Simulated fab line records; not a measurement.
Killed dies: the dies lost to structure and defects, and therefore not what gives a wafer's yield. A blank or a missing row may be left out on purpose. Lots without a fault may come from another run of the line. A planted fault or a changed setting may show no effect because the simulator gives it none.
fab line records | flow sky130
record: lots: 24 wafers: 72 lastDay: 50
route steps=708 shown METAL1@453 VIA2@508 CAPM@539 VIA3@575 PAD_OPEN@707
lots with no fault: from the same line, run without faults
startH: the number of hours between the record's first day and the start of the first shown wafer of the lot | waitH: time in hours since the lot's previous step | " unchanged from the row above | L1.1+2: a single row standing in for several wafers | - either no value or no given start | * or withheld: withheld | < > ~ a bound
route shown NAME@n: NAME is a module with steps in the file, n the number in the route of the first one | usual: mean and standard deviation over wafers with no fault | same: alike in all rows | chamber/n: place in a boat | sites: the reading at each site | _std_site: their standard deviation | _edge_site: inner sites' mean taken away from outer sites' mean | radiusMm: how far each site lies from the wafer's centre | mask NAME#n: copy n | behind: the tool/chamber that last shaped the wafer | hold: why the lot was held/for how many hours/how that ended | device: the n, p or np transistor that did not switch | end of line: tests of these same wafers at the route's end | a step given without rows: its recipe and nothing more | killed: count of dies lost to structure and defects at first sort (not the wafer's yield) | map: the dies of a wafer, with x for killed, . for not killed, _ for no die there
set.NAME: the run value of the setting; set.NAME@STEP: its run value at that earlier step | model.NAME: the simulator's own value behind a step, which no gauge read
steps of the route over a sample of lots; a table a step, a row a wafer
services: a tool's chamber out of use, with start hour (startH, from the record's first day; less than 0 if before it), hours out, and reason
== steps ==
step: SKY_METAL1_METAL_ETCH_19
recipe: targetDepthA: 3600 stopOn: SiO2 overEtchFrac: 0.3 timeS: 78 chemistry: Cl2/BCl3 resistSidewallDeg: 88 pressureMtorr: 10 icpW: 900 biasW: 48.5 Cl2_flow_sccm: 60 bcl3FlowSccm: 30
usual: drypumpMotorCurrentA: 5.85/0.21 oesProductAu: 0.856/0.0066 throttleValvePct: 22.264/0.0093
columns lot.wafer tool chamber startH waitH drypumpMotorCurrentA oesProductAu rfHoursCounterH throttleValvePct
L074.1 rieMetal-04 0 762.08 0.0 5.79 0.854 3 22.258
L074.3 " 0 " " 5.77 0.866 - 22.274
L074.5 " 1 " " 5.63 0.858 - 22.261
L075.2 rieMetal-03 0 764.45 0.1 5.98 0.851 - 22.264
L075.3 " 0 " " 5.97 0.850 - 22.263
L075.5 " 0 " " 5.95 0.854 - 22.270
L076.2 rieMetal-03 0 778.75 0.1 6.07 0.874 - 22.259
L076.5 " 0 " " 6.00 0.857 - 22.259
L076.6 " 0 " " 6.03 0.864 - 22.253
L077.1 rieMetal-04 0 779.92 0.1 5.80 0.857 3 22.270
L077.4 " 0 " " 5.84 0.855 - 22.250
L077.6 " 0 " " 5.78 0.857 - 22.278
L078.1 rieMetal-04 0 791.78 0.1 5.80 0.858 4 22.271
L078.4 " 0 " " 5.82 0.857 - 22.265
L078.6 " 0 " " 5.79 0.847 - 22.274
L079.2 rieMetal-01 0 802.63 0.0 6.25 0.849 9 22.250
L079.4 " 0 " " 6.29 0.858 - 22.264
L079.5 " 0 " " 6.30 0.851 - 22.269
L080.2 rieMetal-04 0 809.23 0.0 5.78 0.857 6 22.288
L080.3 " 1 " " 5.63 0.857 - 22.247
L080.5 " 0 " " 5.80 0.873 - 22.265
L081.1 rieMetal-04 1 812.63 0.0 5.64 0.848 0 22.267
L081.3 " 0 " " 5.79 0.853 - 22.264
L081.6 " 1 " " 5.64 0.846 - 22.261
L083.2 rieMetal-04 1 846.88 0.0 5.65 0.863 1 22.268
L083.3 " 0 " " 5.82 0.856 - 22.272
L083.5 " 1 " " 5.62 0.866 - 22.237
L082.1 rieMetal-03 0 847.83 0.0 6.05 0.857 16 22.273
L082.2 " 1 " " 5.62 0.859 7 22.264
L082.5 " 0 " " 6.01 0.842 - 22.265
L085.2 rieMetal-04 0 849.53 0.0 5.79 0.851 7 22.265
L085.3 " 0 " " 5.79 0.850 - 22.265
L085.6 " 1 " " 5.64 0.849 - 22.255
L084.1 rieMetal-03 0 850.18 0.0 5.97 0.863 16 22.257
L084.2 " 1 " " 5.62 0.854 8 22.267
L084.5 " 1 " " 5.62 0.862 - 22.262
L086.2 rieMetal-03 1 854.43 0.0 5.62 0.856 8 22.252
L086.3 " 0 " " 6.00 0.854 - 22.267
L086.5 " 0 " " 5.98 0.856 - 22.263
L087.1 rieMetal-04 0 862.63 0.0 5.82 0.854 8 22.258
L087.2 " 1 " " 5.66 0.855 2 22.269
L087.3 " 0 " " 5.81 0.860 - 22.268
L088.1 rieMetal-04 0 872.23 0.0 5.80 0.860 8 22.257
L088.2 " 1 " " 5.66 0.851 2 22.254
L088.6 " 1 " " 5.62 0.851 - 22.278
L089.1 rieMetal-04 1 883.08 0.0 5.66 0.852 3 22.254
L089.2 " 0 " " 5.81 0.860 9 22.252
L089.4 " 1 " " 5.63 0.858 - 22.243
L090.3 rieMetal-03 0 883.26 0.1 5.94 0.858 - 22.261
L090.5 " 0 " " 5.98 0.855 - 22.268
L090.6 " 1 " " 5.60 0.855 - 22.249
L092.2 rieMetal-01 1 893.28 0.0 6.04 0.860 1 22.270
L092.3 " 1 " " 6.03 0.845 - 22.277
L092.6 " 1 " " 6.05 0.866 - 22.257
L091.3 rieMetal-03 0 894.26 0.1 6.03 0.861 - 22.263
L091.4 " 1 " " 5.63 0.848 - 22.277
L091.6 " 1 " " 5.63 0.874 - 22.269
L093.1 rieMetal-03 0 900.28 0.0 6.03 0.860 19 22.256
L093.2 " 1 " " 5.60 0.862 10 22.250
L093.5 " 1 " " 5.61 0.857 - 22.261
L094.2 rieMetal-04 1 904.90 0.1 5.64 0.857 - 22.282
L094.3 " 1 " " 5.66 0.861 - 22.286
L094.4 " 1 " " 5.66 0.858 - 22.270
L095.1 rieMetal-01 1 911.78 0.0 6.06 0.858 2 22.277
L095.3 " 1 " " 6.07 0.868 - 22.264
L095.5 " 1 " " 6.07 0.851 - 22.278
L096.1 rieMetal-01 1 923.99 0.0 6.07 0.847 3 22.271
L096.3 " 0 " " 6.31 0.851 - 22.268
L096.4 " 1 " " 6.07 0.860 - 22.261
L097.2 rieMetal-03 0 926.48 0.0 5.98 0.859 20 22.272
L097.4 " 1 " " 5.61 0.860 - 22.259
L097.5 " 1 " " 5.61 0.844 - 22.267
step: SKY_VIA2_THK_MEAS_01
recipe: reads: SiO2_of_VIA2_HDPCVD_00
usual: VIA2_HDPCVD_THK: 1192/18
columns lot.wafer tool chamber startH waitH VIA2_HDPCVD_THK[nm]
L074.1 filmMetro-02 - 819.89 0.1 1200
L074.3 " - " " 1200
L074.5 " - " " 1188
L075.2 filmMetro-04 - 821.79 0.1 1205
L075.3 " - " " 1167
L075.5 " - " " 1169
L076.2 filmMetro-01 - 836.04 0.1 1172
L076.5 " - " " 1180
L076.6 " - " " 1210
L077.1 filmMetro-02 - 837.69 0.1 1174
L077.4 " - " " 1167
L077.6 " - " " 1170
L078.1 filmMetro-02 - 849.06 0.1 1190
L078.4 " - " " 1203
L078.6 " - " " 1174
L079.2 filmMetro-02 - 858.99 0.1 1166
L079.4 " - " " 1192
L079.5 " - " " 1173
L080.2 filmMetro-04 - 866.34 0.1 1192
L080.3 " - " " 1197
L080.5 " - " " 1196
L081.1 filmMetro-01 - 869.63 0.1 1207
L081.3 " - " " 1206
L081.6 " - " " 1233
L083.2 filmMetro-02 - 902.35 0.1 1203
L083.3 " - " " 1206
L083.5 " - " " 1205
L082.1 filmMetro-02 - 902.97 0.1 1173
L082.2 " - " " 1186
L082.5 " - " " 1184
L085.2 filmMetro-04 - 904.60 0.1 1193
L085.3 " - " " 1195
L085.6 " - " " 1185
L084.1 filmMetro-02 - 905.41 0.1 1216
L084.2 " - " " 1214
L084.5 " - " " 1221
L086.2 filmMetro-01 - 908.94 0.1 1204
L086.3 " - " " 1215
L086.5 " - " " 1221
L087.1 filmMetro-04 - 915.97 0.1 1194
L087.2 " - " " 1208
L087.3 " - " " 1197
L088.1 filmMetro-02 - 927.49 0.1 1219
L088.2 " - " " 1191
L088.6 " - " " 1205
L089.1 filmMetro-01 - 937.32 0.1 1207
L089.2 " - " " 1185
L089.4 " - " " 1207
L090.3 filmMetro-04 - 937.56 0.1 1147
L090.5 " - " " 1171
L090.6 " - " " 1142
L092.2 filmMetro-02 - 947.27 0.1 1159
L092.3 " - " " 1189
L092.6 " - " " 1154
L091.3 filmMetro-02 - 947.75 0.1 1182
L091.4 " - " " 1186
L091.6 " - " " 1193
L093.1 filmMetro-02 - 954.04 0.1 1182
L093.2 " - " " 1201
L093.5 " - " " 1201
L094.2 filmMetro-04 - 958.35 0.1 1220
L094.3 " - " " 1202
L094.4 " - " " 1195
L095.1 filmMetro-01 - 965.08 0.1 1212
L095.3 " - " " 1190
L095.5 " - " " 1195
L096.1 filmMetro-01 - 976.13 0.1 1188
L096.3 " - " " 1153
L096.4 " - " " 1148
L097.2 filmMetro-02 - 977.59 0.1 1177
L097.4 " - " " 1155
L097.5 " - " " 1183
step: SKY_CAPM_SPUTTER_02
recipe: material: TiN targetThkNm: 200 tempC: 300 powerW: 6500 timeS: 166.7 chamberPressurePa: 0.4
usual: substrateTempC: 300.01/0.21 throttleValvePct: 29.8/0.73
columns lot.wafer tool chamber startH waitH substrateTempC throttleValvePct
L074.1 pvdSputter-02 - 848.39 0.1 299.90 29.5
L074.3 " - " " 300.01 29.7
L074.5 " - " " 300.14 29.4
L075.2 pvdSputter-03 - 850.43 0.0 300.25 29.7
L075.3 " - " " 300.03 29.9
L075.5 " - " " 299.88 29.9
L076.2 pvdSputter-04 - 863.97 0.0 300.10 31.0
L076.5 " - " " 300.07 31.1
L076.6 " - " " 299.91 30.6
L077.1 pvdSputter-02 - 865.11 0.1 299.73 30.0
L077.4 " - " " 299.89 29.8
L077.6 " - " " 299.85 29.2
L078.1 pvdSputter-02 - 876.85 0.1 300.17 29.2
L078.4 " - " " 300.01 29.4
L078.6 " - " " 300.09 29.2
L079.2 pvdSputter-03 - 886.55 0.0 300.16 30.7
L079.4 " - " " 299.74 30.0
L079.5 " - " " 300.19 29.6
L080.2 pvdSputter-03 - 894.61 0.0 300.14 29.4
L080.3 " - " " 299.79 29.9
L080.5 " - " " 300.06 30.1
L081.1 pvdSputter-03 - 896.42 0.1 300.57 29.8
L081.3 " - " " 299.49 29.3
L081.6 " - " " 300.11 30.0
L083.2 pvdSputter-03 - 929.64 0.0 300.18 29.4
L083.3 " - " " 299.90 30.3
L083.5 " - " " 300.26 29.5
L082.1 pvdSputter-02 - 930.59 0.1 300.00 29.7
L082.2 " - " " 300.03 29.4
L082.5 " - " " 300.08 29.8
L085.2 pvdSputter-02 - 932.29 0.0 300.12 29.6
L085.3 " - " " 300.15 30.1
L085.6 " - " " 300.40 29.4
L084.1 pvdSputter-03 - 932.64 0.1 299.64 30.0
L084.2 " - " " 300.00 29.9
L084.5 " - " " 300.10 29.9
L086.2 pvdSputter-04 - 936.49 0.0 299.91 27.6
L086.3 " - " " 300.02 29.3
L086.5 " - " " 299.87 30.8
L087.1 pvdSputter-02 - 942.34 0.1 300.23 29.2
L087.2 " - " " 300.32 29.6
L087.3 " - " " 299.88 29.9
L088.1 pvdSputter-04 - 953.35 0.1 299.79 29.5
L088.2 " - " " 300.18 31.1
L088.6 " - " " 299.85 29.6
L089.1 pvdSputter-02 - 963.49 0.1 300.08 29.2
L089.2 " - " " 300.14 29.7
L089.4 " - " " 299.93 29.8
L090.3 pvdSputter-04 - 963.67 0.0 300.16 29.5
L090.5 " - " " 300.06 29.3
L090.6 " - " " 300.30 30.5
L092.2 pvdSputter-02 - 973.51 0.0 300.15 29.2
L092.3 " - " " 300.03 29.7
L092.6 " - " " 300.11 29.5
L091.3 pvdSputter-04 - 974.20 0.0 300.01 31.1
L091.4 " - " " 299.68 27.5
L091.6 " - " " 300.16 27.5
L093.1 pvdSputter-04 - 980.18 0.1 300.08 27.6
L093.2 " - " " 299.84 29.5
L093.5 " - " " 299.96 30.9
L094.2 pvdSputter-02 - 984.85 0.0 299.90 29.6
L094.3 " - " " 300.00 29.9
L094.4 " - " " 299.97 30.1
L095.1 pvdSputter-03 - 991.33 0.1 300.17 30.6
L095.3 " - " " 300.01 29.6
L095.5 " - " " 300.01 30.4
L096.1 pvdSputter-03 - 1001.49 0.1 300.05 29.8
L096.3 " - " " 299.77 30.6
L096.4 " - " " 299.84 29.3
L097.2 pvdSputter-03 - 1003.93 0.0 300.01 30.7
L097.4 " - " " 299.76 29.2
L097.5 " - " " 300.08 30.5
step: SKY_VIA3_CMP_02
recipe: material: SiO2 downForcePsi: 4 platenRpm: 60 padVelocityMS: 0.94248
usual: motorCurrentA: 12.6/1.7
columns lot.wafer tool chamber startH waitH motorCurrentA
L074.1 cmp-02 1 902.13 0.1 11.5
L074.3 " 0 " " 10.3
L074.5 " 2 " " 13.2
L075.3 cmp-01 1 903.02 0.1 13.6
L075.2 " 2 " " 14.0
L075.5 " 0 " " 12.4
L076.2 cmp-01 2 916.48 0.0 14.2
L076.5 " 2 " " 13.9
L076.6 " 3 " " 10.2
L077.1 cmp-02 3 918.53 0.1 15.1
L077.4 " 0 " " 10.9
L077.6 " 3 " " 14.6
L078.4 cmp-02 3 929.48 0.0 14.8
L078.1 " 1 " " 11.5
L078.6 " 0 " " 10.9
L079.4 cmp-02 0 937.98 0.1 10.8
L079.2 " 2 " " 14.1
L079.5 " 0 " " 10.6
L080.3 cmp-02 2 946.55 0.1 13.6
L080.2 " 3 " " 15.2
L080.5 " 0 " " 10.6
L081.1 cmp-02 1 947.49 0.1 11.3
L081.3 " 2 " " 13.0
L081.6 " 0 " " 11.3
L083.2 cmp-02 3 980.40 0.1 15.0
L083.3 " 0 " " 10.5
L083.5 " 2 " " 14.3
L082.2 cmp-02 3 981.95 0.0 14.5
L082.1 " 2 " " 12.9
L082.5 " 0 " " 11.3
L084.2 cmp-02 1 982.58 0.0 11.4
L084.1 " 3 " " 15.2
L084.5 " 2 " " 13.8
L085.3 cmp-01 1 982.79 0.0 13.5
L085.2 " 3 " " 9.2
L085.6 " 2 " " 13.9
L086.3 cmp-02 0 986.19 0.0 10.7
L086.2 " 3 " " 14.3
L086.5 " 1 " " 11.8
L087.3 cmp-02 3 992.69 0.1 14.6
L087.1 " 0 " " 11.4
L087.2 " 1 " " 11.4
L088.1 cmp-02 0 1002.17 0.1 11.0
L088.2 " 2 " " 14.0
L088.6 " 0 " " 10.7
L089.1 cmp-02 0 1012.76 0.1 10.6
L089.2 " 1 " " 11.5
L089.4 " 2 " " 13.6
L090.3 cmp-01 1 1013.21 0.2 13.1
L090.5 " 2 " " 13.8
L090.6 " 3 " " 9.9
L092.3 cmp-01 3 1020.86 0.1 9.5
L092.2 " 0 " " 11.6
L092.6 " 1 " " 14.1
L091.4 cmp-02 1 1022.46 0.0 11.8
L091.3 " 3 " " 14.8
L091.6 " 2 " " 13.7
L093.2 cmp-01 2 1028.12 0.0 13.9
L093.1 " 3 " " 9.3
L093.5 " 3 " " 10.0
L094.2 cmp-02 0 1033.47 0.0 10.8
L094.3 " 1 " " 11.4
L094.4 " 2 " " 13.3
L095.1 cmp-02 0 1039.56 0.1 10.8
L095.3 " 1 " " 12.2
L095.5 " 2 " " 13.8
L096.1 cmp-02 1 1049.22 0.1 11.7
L096.4 " 2 " " 13.6
L096.3 " 3 " " 15.1
L097.2 cmp-02 1 1050.43 0.0 11.3
L097.4 " 3 " " 15.1
L097.5 " 1 " " 11.5
step: SKY_VIA3_STRIP_16
recipe: chemistry: O2/N2 powerW: 1400 pressureMtorr: 1500 platenTempC: withheld o2FlowSccm: 3000 n2FlowSccm: 300 overashFraction: 0.5
usual: drypumpMotorCurrentA: 5.7/0.61 oesProductAu: 0.402/0.0047 stripTimeToEndpointS: 4.14/0.035
columns lot.wafer tool chamber startH waitH drypumpMotorCurrentA oesProductAu rfHoursCounterH stripTimeToEndpointS
L074.1 plasmaAsher-01 0 927.48 0.0 6.2 0.406 74 4.14
L074.3 " 1 " " 5.5 0.409 - 4.19
L074.5 " 0 " " 6.2 0.402 - 4.17
L075.2 plasmaAsher-04 1 928.72 0.0 4.7 0.406 19 4.12
L075.3 " 1 " " 4.7 0.400 - 4.18
L075.5 " 0 " " 6.5 0.408 - 4.17
L076.2 plasmaAsher-01 0 940.77 0.0 6.1 0.406 76 4.13
L076.5 " 1 " " 5.4 0.398 - 4.10
L076.6 " 0 " " 6.1 0.402 - 4.10
L077.1 plasmaAsher-04 1 943.29 0.0 4.7 0.405 20 4.13
L077.4 " 0 " " 6.5 0.400 - 4.13
L077.6 " 1 " " 4.7 0.403 - 4.13
L078.1 plasmaAsher-03 0 954.23 0.0 5.8 0.400 112 4.18
L078.4 " 1 " " 5.3 0.401 - 4.09
L078.6 " 1 " " 5.3 0.406 - 4.18
L079.2 plasmaAsher-04 0 962.32 0.0 6.5 0.404 22 4.13
L079.4 " 0 " " 6.5 0.401 - 4.15
L079.5 " 0 " " 6.5 0.409 - 4.13
L080.2 plasmaAsher-04 1 971.02 0.0 4.7 0.399 23 4.13
L080.3 " 0 " " 6.5 0.397 - 4.16
L080.5 " 0 " " 6.5 0.386 - 4.12
L081.1 plasmaAsher-01 1 972.32 0.0 5.5 0.402 79 4.13
L081.3 " 0 " " 6.2 0.392 - 4.07
L081.6 " 1 " " 5.5 0.402 - 4.12
L083.2 plasmaAsher-03 1 1003.73 0.0 5.3 0.406 117 4.17
L083.3 " 1 " " 5.3 0.396 - 4.15
L083.5 " 1 " " 5.3 0.400 - 4.15
L082.1 plasmaAsher-01 0 1005.83 0.0 6.1 0.411 82 4.17
L082.2 " 1 " " 5.5 0.399 82 4.07
L082.5 " 0 " " 6.2 0.402 - 4.12
L084.1 plasmaAsher-04 1 1006.43 0.0 4.7 0.402 26 4.17
L084.2 " 0 " " 6.5 0.407 26 4.18
L084.5 " 0 " " 6.5 0.409 - 4.17
L085.2 plasmaAsher-03 0 1006.78 0.0 5.8 0.405 118 4.16
L085.3 " 0 " " 5.8 0.403 - 4.15
L085.6 " 1 " " 5.3 0.394 - 4.17
L086.2 plasmaAsher-03 1 1010.54 0.0 5.3 0.409 118 4.16
L086.3 " 1 " " 5.3 0.400 - 4.10
L086.5 " 1 " " 5.3 0.397 - 4.17
L087.1 plasmaAsher-03 1 1016.43 0.0 5.3 0.405 118 4.18
L087.2 " 0 " " 5.8 0.400 118 4.17
L087.3 " 1 " " 5.3 0.401 - 4.21
L088.1 plasmaAsher-03 0 1026.09 0.0 5.8 0.404 119 4.07
L088.2 " 1 " " 5.3 0.398 119 4.08
L088.6 " 1 " " 5.3 0.407 - 4.14
L089.1 plasmaAsher-03 0 1036.18 0.0 5.8 0.405 121 4.14
L089.2 " 1 " " 5.3 0.401 121 4.09
L089.4 " 0 " " 5.8 0.405 - 4.16
L090.3 plasmaAsher-01 0 1036.67 0.1 6.2 0.402 - 4.16
L090.5 " 1 " " 5.4 0.408 - 4.18
L090.6 " 0 " " 6.2 0.400 - 4.10
L092.2 plasmaAsher-04 1 1043.18 0.0 4.7 0.396 30 4.18
L092.3 " 0 " " 6.6 0.407 - 4.17
L092.6 " 1 " " 4.7 0.406 - 4.22
L091.3 plasmaAsher-04 1 1044.77 0.1 4.7 0.395 - 4.11
L091.4 " 0 " " 6.5 0.401 - 4.16
L091.6 " 0 " " 6.5 0.405 - 4.15
L093.1 plasmaAsher-01 0 1050.63 0.0 6.2 0.394 87 4.11
L093.2 " 1 " " 5.5 0.408 87 4.12
L093.5 " 1 " " 5.5 0.398 - 4.12
L094.2 plasmaAsher-04 1 1056.19 0.0 4.7 0.409 31 4.20
L094.3 " 1 " " 4.7 0.398 - 4.16
L094.4 " 0 " " 6.5 0.405 - 4.13
L095.1 plasmaAsher-04 0 1062.74 0.1 6.5 0.403 32 4.12
L095.3 " 0 " " 6.5 0.404 - 4.15
L095.5 " 1 " " 4.7 0.397 - 4.11
L096.1 plasmaAsher-03 0 1071.53 0.0 5.8 0.402 0 4.12
L096.3 " 0 " " 5.8 0.403 - 4.17
L096.4 " 1 " " 5.3 0.404 - 4.19
L097.2 plasmaAsher-01 1 1072.58 0.0 5.4 0.399 89 4.18
L097.4 " 1 " " 5.5 0.403 - 4.18
L097.5 " 0 " " 6.2 0.412 - 4.14
step: SKY_PAD_OPEN_BOW_MEAS_13
recipe: mode: bow
usual: PAD_OPEN_BOW: 47/9.4
columns lot.wafer tool chamber startH waitH PAD_OPEN_BOW[um]
L074.1 filmMetro-02 - 1072.52 - 24
L074.3 " - " " 38
L074.5 " - " " 34
L075.2 filmMetro-04 - 1075.99 - 36
L075.3 " - " " 51
L075.5 " - " " 46
L076.2 filmMetro-03 - 1085.70 - 73
L076.5 " - " " 59
L076.6 " - " " 55
L077.1 filmMetro-04 - 1087.63 - 38
L077.4 " - " " 32
L077.6 " - " " 31
L078.1 filmMetro-03 - 1097.62 - 40
L078.4 " - " " 49
L078.6 " - " " 54
L079.2 filmMetro-02 - 1104.59 - 28
L079.4 " - " " 45
L079.5 " - " " 43
L080.2 filmMetro-02 - 1109.71 - 41
L080.3 " - " " 62
L080.5 " - " " 59
L081.1 filmMetro-03 - 1110.90 - 31
L081.3 " - " " 42
L081.6 " - " " 38
L083.2 filmMetro-02 - 1138.95 - 63
L083.3 " - " " 46
L083.5 " - " " 58
L082.1 filmMetro-03 - 1140.23 - 56
L082.2 " - " " 58
L082.5 " - " " 46
L084.1 filmMetro-02 - 1140.58 - 58
L084.2 " - " " 50
L084.5 " - " " 49
L085.2 filmMetro-03 - 1141.75 - 46
L085.3 " - " " 50
L085.6 " - " " 43
L086.2 filmMetro-03 - 1144.70 - 42
L086.3 " - " " 39
L086.5 " - " " 33
L087.1 filmMetro-03 - 1150.22 - 43
L087.2 " - " " 46
L087.3 " - " " 38
L088.1 filmMetro-02 - 1155.69 - 37
L088.2 " - " " 59
L088.6 " - " " 47
L089.1 filmMetro-02 - 1165.53 - 49
L089.2 " - " " 58
L089.4 " - " " 63
L090.3 filmMetro-02 - 1166.89 - 52
L090.5 " - " " 52
L090.6 " - " " 47
L092.2 filmMetro-02 - 1168.66 - 51
L092.3 " - " " 47
L092.6 " - " " 48
L091.3 filmMetro-02 - 1170.15 - 59
L091.4 " - " " 57
L091.6 " - " " 54
L093.1 filmMetro-02 - 1176.88 - 55
L093.2 " - " " 52
L093.5 " - " " 46
L094.2 filmMetro-02 - 1180.30 - 57
L094.3 " - " " 60
L094.4 " - " " 45
L095.1 filmMetro-04 - 1185.37 - 43
L095.3 " - " " 40
L095.5 " - " " 30
L096.1 filmMetro-02 - 1190.22 - 43
L096.3 " - " " 54
L096.4 " - " " 48
L097.2 filmMetro-04 - 1191.26 - 42
L097.4 " - " " 32
L097.5 " - " " 24
== services ==
columns tool chamber startH hours kind
cmp-02 - 751.43 4.0 pm
plasmaAsher-03 - 765.19 2.8 pm
plasmaAsher-04 - 784.45 4.2 repair
plasmaAsher-01 - 794.23 10.0 pm
cmp-02 - 809.67 6.1 repair
cmp-02 - 821.56 0.5 repair
pvdSputter-03 - 825.22 1.5 repair
cmp-02 - 848.98 3.1 repair
cmp-02 - 852.05 6.3 pm
pvdSputter-02 - 853.85 2.6 repair
pvdSputter-02 - 855.79 0.5 repair
pvdSputter-03 - 873.51 0.6 repair
rieMetal-04 0 903.35 16.0 repair
plasmaAsher-03 - 930.60 2.6 repair
plasmaAsher-04 - 963.10 2.2 repair
rieMetal-03 1 975.72 3.4 repair
cmp-02 - 976.87 3.3 repair
rieMetal-03 0 1003.19 18.2 repair
pvdSputter-03 - 1021.75 1.5 repair
pvdSputter-03 - 1028.50 13.4 repair
rieMetal-03 - 1045.46 4.3 pm
rieMetal-04 - 1048.26 15.6 pm
plasmaAsher-03 - 1055.25 9.0 pm
pvdSputter-02 - 1067.34 2.3 repair
== key ==
fault none
